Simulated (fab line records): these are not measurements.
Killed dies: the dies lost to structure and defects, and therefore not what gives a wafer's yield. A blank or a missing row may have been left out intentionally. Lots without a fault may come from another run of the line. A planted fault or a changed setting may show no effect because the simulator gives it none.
Struck lot and sound lot, side by side	flow gf180mcu	15 out of 602 route steps
Sound: the wafers L951.1, L951.2, L951.3. Struck: wafer L959.3. (L959.5, L959.6 of the same lot were not struck and are left out.) The cause comes at the end.
Each step with rows lists, per side, the tool, then ch with its chambers, then its first start. Under that, the readings that differ: sound wafers	struck wafers	difference of the means	sigmas: that difference in standard deviations of wafers without a fault.
alike: words and numbers the same on both sides, and readings whose means are apart by under 2 such deviations; not compared: readings that were withheld, readings missing a value for some wafer, numbers with overlapping values and no deviation given by the record, and bounds like >300 which may hide the same value.
Wherever a step has rows on one side only, a row that says differs or no value, or a row with sigmas, the two part there. When numbers do not overlap yet have no deviation, they are printed without sigmas and do not part them. A reading that every wafer of one side lacks parts them only if that side has two wafers or more.

first, 3 steps without rows for these wafers: GF_M2_STRIP_18 (strips in post etch residue remover, time 1200 s); GF_M2_CLEAN_19 (cleans in DIW); GF_V2_CVD_00 (deposits SiO2, target thk 600 nm, time 100 s).
GF_V2_THK_MEAS_01:
  struck on filmMetro-03, day 24 22:46; sound on filmMetro-01, day 22 01:35
reading	sound	struck	difference	sigmas
V2_CVD_00_THK (nm)	598 598 588	609	+14	+2
GF_V2_CVD_02: deposits SiO2 from TEOS, target thk 850 nm, time 94.851 s.
  sound on pecvd-03 ch 0,1,2, day 22 01:38; struck on pecvd-01 ch 1, day 24 22:49
  alike: heaterPowerW
GF_V2_THK_MEAS_03:
  struck on filmMetro-02, day 24 22:54; sound on filmMetro-01, day 22 01:43
  alike: V2_CVD_02_THK
GF_V2_CMP_04: polishes SiO2.
  sound on cmp-01 ch 1,2,3, day 22 01:46; struck on cmp-01 ch 2, day 24 23:02
  alike: motorCurrentA, timeToEndpointS
GF_V2_BOW_MEAS_05:
  struck on filmMetro-01, day 24 23:17; sound on filmMetro-02, day 22 02:04
  alike: V2_BOW
then, 4 steps without rows for these wafers: GF_V2_DEHYDRATE_06 (time 60 s); GF_V2_HMDS_07 (prime time 60 s); GF_V2_COAT_08; GF_V2_COAT_09 (resist thk 1000 nm).
GF_V2_SOFTBAKE_10: time 60 s.
  sound on lithoTrack-04 ch 0, day 22 13:00; struck on lithoTrack-03 ch 0, day 25 10:00
reading	sound	struck	difference	sigmas
runLengthS (s)	88.91 88.81 88.76	96.21	+7.38	+35
  alike: resistLineTempC
then, 1 step without rows for these wafers: GF_V2_EXPOSE_11 (exposes mask Via2, target cd 260 nm).
-- the record jumps here: 8 days lie between the struck wafers' starts before and after (it left off in module V2 and takes up again in module PASSIVATION, whose first step shown is number 602 of the route) --
GF_PASSIVATION_PROBE_99:
  the record has rows for the struck wafers here (prober-02, day 33 12:37) and none for the sound ones

== WHERE THEY PART ==
At GF_V2_THK_MEAS_01 first; at GF_PASSIVATION_PROBE_99 last (within this record only).

WHY: whatever the simulator had introduced
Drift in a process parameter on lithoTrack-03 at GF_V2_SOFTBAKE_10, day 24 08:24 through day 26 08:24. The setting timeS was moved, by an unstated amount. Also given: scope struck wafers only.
